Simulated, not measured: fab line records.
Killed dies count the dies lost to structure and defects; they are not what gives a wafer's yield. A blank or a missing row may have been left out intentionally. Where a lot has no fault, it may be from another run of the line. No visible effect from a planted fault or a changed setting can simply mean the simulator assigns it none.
Matching of chambers + flow sfq_line + SFQ_TRILAYER_I7_CMP_CMP_184 on cmp-01: 4 sister chambers
The step polishes SiO2. 16 wafers are shown with their chamber, then 8 later ones without.

== WAFERS WITH THEIR CHAMBER ==
| wafer  | chamber | motor_current_A (A) | time_to_endpoint_s (s) | platen_rpm (rpm) |
|--------|---------|---------------------|------------------------|------------------|
| L675.2 | 3       | 11.6                | 233                    | 59.96            |
| L675.4 | 1       | 9.3                 | 220                    | 60.03            |
| L675.5 | 0       | 12.1                | 219                    | 60.01            |
| L681.2 | 1       | 9.5                 | 218                    | 60.07            |
| L681.4 | 2       | 11.4                | 223                    | 59.97            |
| L681.5 | 1       | 10.2                | 217                    | 60.07            |
| L687.1 | 0       | 11.7                | 213                    | 60.04            |
| L687.4 | 2       | 11.1                | 216                    | 60.01            |
| L687.6 | 0       | 11.5                | 222                    | 60.02            |
| L688.3 | 0       | 11.8                | 214                    | 60.05            |
| L688.4 | 2       | 11.3                | 212                    | 60.00            |
| L688.6 | 3       | 11.8                | 230                    | 59.98            |
| L690.3 | 3       | 11.7                | 238                    | 60.00            |
| L690.4 | 0       | 11.9                | 224                    | 59.94            |
| L690.5 | 2       | 11.1                | 230                    | 59.97            |
| L692.2 | 0       | 11.7                | 227                    | 60.04            |

SIGNATURES (means of the wafers above)
| reading            | chamber 0 | chamber 1 | chamber 2 | chamber 3 | scatter within a chamber |
|--------------------|-----------|-----------|-----------|-----------|--------------------------|
| motor_current_A    | 11.783    | 9.667     | 11.225    | 11.700    | 0.249                    |
| time_to_endpoint_s | 219.83    | 218.33    | 220.25    | 233.67    | 5.63                     |
| platen_rpm         | 60.0167   | 60.0567   | 59.9875   | 59.9800   | 0.0307                   |
Rule: distance of a wafer from a chamber = root of the sum over the readings of ((wafer's reading minus chamber's mean) / reading's scatter) squared. If the next closest chamber is less than 2 further off than the closest, the wafer can't be placed; otherwise it belongs to the closest. The scatter: the root of (the sum of the squares of (reading less its chamber's mean) over the shown wafers, divided by (wafers less chambers)).

== WAFERS WITHOUT THEIR CHAMBER ==
| wafer  | motor_current_A (A) | time_to_endpoint_s (s) | platen_rpm (rpm) |
|--------|---------------------|------------------------|------------------|
| L692.4 | 11.3                | 246                    | 60.00            |
| L692.3 | 11.4                | 213                    | 60.08            |
| L693.4 | 11.7                | 229                    | 59.98            |
| L693.2 | 11.5                | 234                    | 59.96            |
| L693.6 | 11.6                | 229                    | 59.96            |
| L695.2 | 11.0                | 222                    | 59.95            |
| L695.5 | 11.6                | 224                    | 60.01            |
| L695.6 | 11.1                | 251                    | 60.07            |

== CHAMBER TAKEN BY EACH ==
| wafer  | from the rows above          | in truth |
|--------|------------------------------|----------|
| L692.4 | can't be placed: 3 or 2      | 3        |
| L692.3 | can't be placed: 0 or 2      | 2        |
| L693.4 | can't be placed: 3 or 0 or 2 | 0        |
| L693.2 | can't be placed: 3 or 2      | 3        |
| L693.6 | can't be placed: 3 or 2 or 0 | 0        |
| L695.2 | 2                            | 2        |
| L695.5 | can't be placed: 0 or 2 or 3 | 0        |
| L695.6 | can't be placed: 3 or 2 or 0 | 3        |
Correct placement for 1 of the 8. Unplaceable from these rows: 7, with the true chamber sitting among the candidates in 7. 0 placed wrongly.
